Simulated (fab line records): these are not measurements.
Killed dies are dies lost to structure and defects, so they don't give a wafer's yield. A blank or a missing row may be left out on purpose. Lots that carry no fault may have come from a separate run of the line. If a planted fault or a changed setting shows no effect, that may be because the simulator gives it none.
Split-lot experiment / flow sky130 / route with 708 steps; 5 lots, 23 wafers read

THE SPLIT ITSELF
At SKY_SONOS_ONO_COAT_08 (resist thk 1140 nm), the setting resist_thk_nm was moved away from the recipe's 1140 nm on 8 of the 23 wafers read, by +3.0% to +4.7%. All remaining wafers had this setting at the recipe value.

Reading taken at the split's own step.

THE READING
NOVOLAK_of_SONOS_ONO_COAT_08.thk_nm (the simulator's own value, which no gauge read), in nm, at SKY_SONOS_ONO_COAT_08 (resist thk 1140 nm). The file does not state a usual value for it. Average 1139 nm, standard deviation 2.4 nm, over the 15 wafers here run with the recipe.

wafer=L074.1; tool, chamber at the split=litho_track-02, 0; resist_thk_nm as run, nm=1194; against the recipe=+4.7%; NOVOLAK_of_SONOS_ONO_COAT_08.thk_nm, nm=1192; against lot-mates on the recipe=+54
wafer=L074.5; tool, chamber at the split=litho_track-02, 0; resist_thk_nm as run, nm=1194; against the recipe=+4.7%; NOVOLAK_of_SONOS_ONO_COAT_08.thk_nm, nm=1192; against lot-mates on the recipe=+54
wafer=L074.2; tool, chamber at the split=litho_track-02, 0; resist_thk_nm as run, nm=1194; against the recipe=+4.7%; NOVOLAK_of_SONOS_ONO_COAT_08.thk_nm, nm=1190; against lot-mates on the recipe=+52
wafer=L074.3; tool, chamber at the split=litho_track-02, 0; resist_thk_nm as run, nm=1140; against the recipe=recipe; NOVOLAK_of_SONOS_ONO_COAT_08.thk_nm, nm=1137; against lot-mates on the recipe=-
wafer=L074.4; tool, chamber at the split=litho_track-02, 0; resist_thk_nm as run, nm=1140; against the recipe=recipe; NOVOLAK_of_SONOS_ONO_COAT_08.thk_nm, nm=1138; against lot-mates on the recipe=-
wafer=L075.1; tool, chamber at the split=litho_track-04, 0; resist_thk_nm as run, nm=1140; against the recipe=recipe; NOVOLAK_of_SONOS_ONO_COAT_08.thk_nm, nm=1139; against lot-mates on the recipe=-
wafer=L075.4; tool, chamber at the split=litho_track-04, 0; resist_thk_nm as run, nm=1140; against the recipe=recipe; NOVOLAK_of_SONOS_ONO_COAT_08.thk_nm, nm=1136; against lot-mates on the recipe=-
wafer=L075.5; tool, chamber at the split=litho_track-04, 0; resist_thk_nm as run, nm=1140; against the recipe=recipe; NOVOLAK_of_SONOS_ONO_COAT_08.thk_nm, nm=1137; against lot-mates on the recipe=-
wafer=L077.1; tool, chamber at the split=litho_track-02, 0; resist_thk_nm as run, nm=1186; against the recipe=+4.0%; NOVOLAK_of_SONOS_ONO_COAT_08.thk_nm, nm=1186; against lot-mates on the recipe=+49
wafer=L077.5; tool, chamber at the split=litho_track-02, 0; resist_thk_nm as run, nm=1186; against the recipe=+4.0%; NOVOLAK_of_SONOS_ONO_COAT_08.thk_nm, nm=1186; against lot-mates on the recipe=+49
wafer=L077.2; tool, chamber at the split=litho_track-02, 0; resist_thk_nm as run, nm=1140; against the recipe=recipe; NOVOLAK_of_SONOS_ONO_COAT_08.thk_nm, nm=1137; against lot-mates on the recipe=-
wafer=L077.4; tool, chamber at the split=litho_track-02, 0; resist_thk_nm as run, nm=1140; against the recipe=recipe; NOVOLAK_of_SONOS_ONO_COAT_08.thk_nm, nm=1138; against lot-mates on the recipe=-
wafer=L077.6; tool, chamber at the split=litho_track-02, 0; resist_thk_nm as run, nm=1140; against the recipe=recipe; NOVOLAK_of_SONOS_ONO_COAT_08.thk_nm, nm=1136; against lot-mates on the recipe=-
wafer=L080.2; tool, chamber at the split=litho_track-02, 0; resist_thk_nm as run, nm=1140; against the recipe=recipe; NOVOLAK_of_SONOS_ONO_COAT_08.thk_nm, nm=1139; against lot-mates on the recipe=-
wafer=L080.3; tool, chamber at the split=litho_track-02, 0; resist_thk_nm as run, nm=1140; against the recipe=recipe; NOVOLAK_of_SONOS_ONO_COAT_08.thk_nm, nm=1141; against lot-mates on the recipe=-
wafer=L080.4; tool, chamber at the split=litho_track-02, 0; resist_thk_nm as run, nm=1140; against the recipe=recipe; NOVOLAK_of_SONOS_ONO_COAT_08.thk_nm, nm=1141; against lot-mates on the recipe=-
wafer=L080.6; tool, chamber at the split=litho_track-02, 0; resist_thk_nm as run, nm=1140; against the recipe=recipe; NOVOLAK_of_SONOS_ONO_COAT_08.thk_nm, nm=1141; against lot-mates on the recipe=-
wafer=L080.5; tool, chamber at the split=litho_track-02, 0; resist_thk_nm as run, nm=1140; against the recipe=recipe; NOVOLAK_of_SONOS_ONO_COAT_08.thk_nm, nm=1145; against lot-mates on the recipe=-
wafer=L084.1; tool, chamber at the split=litho_track-01, 0; resist_thk_nm as run, nm=1140; against the recipe=recipe; NOVOLAK_of_SONOS_ONO_COAT_08.thk_nm, nm=1142; against lot-mates on the recipe=-
wafer=L084.2; tool, chamber at the split=litho_track-01, 0; resist_thk_nm as run, nm=1174; against the recipe=+3.0%; NOVOLAK_of_SONOS_ONO_COAT_08.thk_nm, nm=1176; against lot-mates on the recipe=+35
wafer=L084.3; tool, chamber at the split=litho_track-01, 0; resist_thk_nm as run, nm=1174; against the recipe=+3.0%; NOVOLAK_of_SONOS_ONO_COAT_08.thk_nm, nm=1177; against lot-mates on the recipe=+36
wafer=L084.5; tool, chamber at the split=litho_track-01, 0; resist_thk_nm as run, nm=1174; against the recipe=+3.0%; NOVOLAK_of_SONOS_ONO_COAT_08.thk_nm, nm=1175; against lot-mates on the recipe=+34
wafer=L084.6; tool, chamber at the split=litho_track-01, 0; resist_thk_nm as run, nm=1140; against the recipe=recipe; NOVOLAK_of_SONOS_ONO_COAT_08.thk_nm, nm=1140; against lot-mates on the recipe=-

FIT RESULTS
A straight line over all 23 wafers: NOVOLAK_of_SONOS_ONO_COAT_08.thk_nm changes by +11.4 nm for each +1% of resist_thk_nm; r = +0.99; the points scatter about the line by 2.5 nm.
The same after taking each lot's own level away (the mean of its wafers on the recipe; 23 wafers): +11.6 nm for each +1%; r = +1.00; scatter 1.5 nm.
Per that fit: largest resist_thk_nm move, reading shift of 55 nm.
The span of the lots' own levels, 1137.0 to 1141.4 nm, comes to 1.8 times the standard deviation stated above.
Hence the lot-to-lot level has little effect on the slope; both slopes agree.
Check: for one of the wafers moved furthest among these (+4.7%), held out of the fit, the line's prediction against its lot-mates is +55.3 nm. Against them it came out at +54.5 nm.

THESE WAFERS: OTHER SPLITS
These wafers also went through other splits before the reading. Each is held against what the fit with the lots' levels taken away leaves over:
other split on the same wafers=SKY_VT_ADJUST_LVTN_SOFTBAKE_14 temp_c; wafers away from the commonest value=5; r with NOVOLAK_of_SONOS_ONO_COAT_08.thk_nm (lot level and that fit taken away)=-0.35
other split on the same wafers=SKY_VT_ADJUST_NCORE_EXPOSE_04 dose_mj; wafers away from the commonest value=7; r with NOVOLAK_of_SONOS_ONO_COAT_08.thk_nm (lot level and that fit taken away)=+0.19
other split on the same wafers=SKY_VT_ADJUST_NCORE_IMPLANT_09 energy_kev; wafers away from the commonest value=7; r with NOVOLAK_of_SONOS_ONO_COAT_08.thk_nm (lot level and that fit taken away)=-0.42
other split on the same wafers=SKY_VT_ADJUST_HVTR_EXPOSE_04 dose_mj; wafers away from the commonest value=8; r with NOVOLAK_of_SONOS_ONO_COAT_08.thk_nm (lot level and that fit taken away)=-0.22
other split on the same wafers=SKY_VT_ADJUST_PCH_IMPLANT_08 energy_kev; wafers away from the commonest value=7; r with NOVOLAK_of_SONOS_ONO_COAT_08.thk_nm (lot level and that fit taken away)=+0.07
other split on the same wafers=SKY_SONOS_TUNNEL_COAT_02 resist_thk_nm; wafers away from the commonest value=8; r with NOVOLAK_of_SONOS_ONO_COAT_08.thk_nm (lot level and that fit taken away)=+0.00
other split on the same wafers=SKY_SONOS_ONO_OXIDATION_00 ox_time_s; wafers away from the commonest value=15; r with NOVOLAK_of_SONOS_ONO_COAT_08.thk_nm (lot level and that fit taken away)=-0.15

THE WHOLE CHAIN: every reading that the file lists as answering this split, in the file's order
step=SKY_SONOS_ONO_COAT_08; what it does=resist thk 1140 nm; reading=NOVOLAK_of_SONOS_ONO_COAT_08.thk_nm (the simulator's own value, which no gauge read); change (the file's fit)=+11.7 nm for each +1% of the setting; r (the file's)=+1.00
step=SKY_SONOS_ONO_STRIP_17; what it does=strips in O2/N2; reading=strip_time_to_endpoint_s; change (the file's fit)=withheld for each +1% of the setting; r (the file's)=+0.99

FILE'S OWN FIT
NOVOLAK_of_SONOS_ONO_COAT_08.thk_nm changes by +11.7 nm for each +1% of resist_thk_nm, r = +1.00.
